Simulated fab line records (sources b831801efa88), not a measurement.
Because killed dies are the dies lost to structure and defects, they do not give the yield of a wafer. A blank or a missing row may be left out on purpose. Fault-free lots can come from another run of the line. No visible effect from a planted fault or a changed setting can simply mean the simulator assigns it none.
Chamber matching + flow gf180mcu + GF_CONTACT_CMP_04 on cmp-01 has 4 sister chambers
The step polishes SiO2. 4 wafers are shown with their chamber, then 7 later ones without.

== WAFERS, EACH WITH ITS CHAMBER ==
| wafer  | chamber | motor_current_A (A) |
|--------|---------|---------------------|
| L842.2 | 1       | 9.9                 |
| L843.1 | 3       | 12.9                |
| L843.6 | 2       | 10.4                |
| L846.5 | 0       | 12.9                |

== WAFERS MISSING THEIR CHAMBER ==
| wafer  | motor_current_A (A) |
|--------|---------------------|
| L846.6 | 10.0                |
| L849.1 | 13.0                |
| L849.3 | 12.9                |
| L849.4 | 11.4                |
| L853.1 | 10.6                |
| L853.2 | 10.9                |
| L853.5 | 12.8                |

== EACH ONE'S CHAMBER ==
| wafer  | from the rows above               | in truth |
|--------|-----------------------------------|----------|
| L846.6 | can't be placed: 1 or 2           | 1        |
| L849.1 | can't be placed: 0 or 3           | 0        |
| L849.3 | can't be placed: 0 or 3           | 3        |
| L849.4 | can't be placed: 2 or 0 or 1 or 3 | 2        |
| L853.1 | can't be placed: 2 or 1           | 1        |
| L853.2 | can't be placed: 2 or 1           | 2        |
| L853.5 | can't be placed: 0 or 3           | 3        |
Correctly placed: 0 of 7. Unplaceable from these rows: 7, with the true chamber sitting among the candidates in 7. Wrongly placed: 0.
How it was worked out, from the rows above alone: a wafer's distance from a chamber is the root of the sum, over the readings, of the square of ((its reading less the chamber's mean) divided by the reading's scatter). If the next closest chamber is less than 2 further off than the closest, the wafer can't be placed; otherwise it belongs to the closest. A chamber's mean is the mean of its shown wafers. The scatter: root of mean squared gap, hidden wafer to nearest shown wafer, with one shown wafer a chamber.
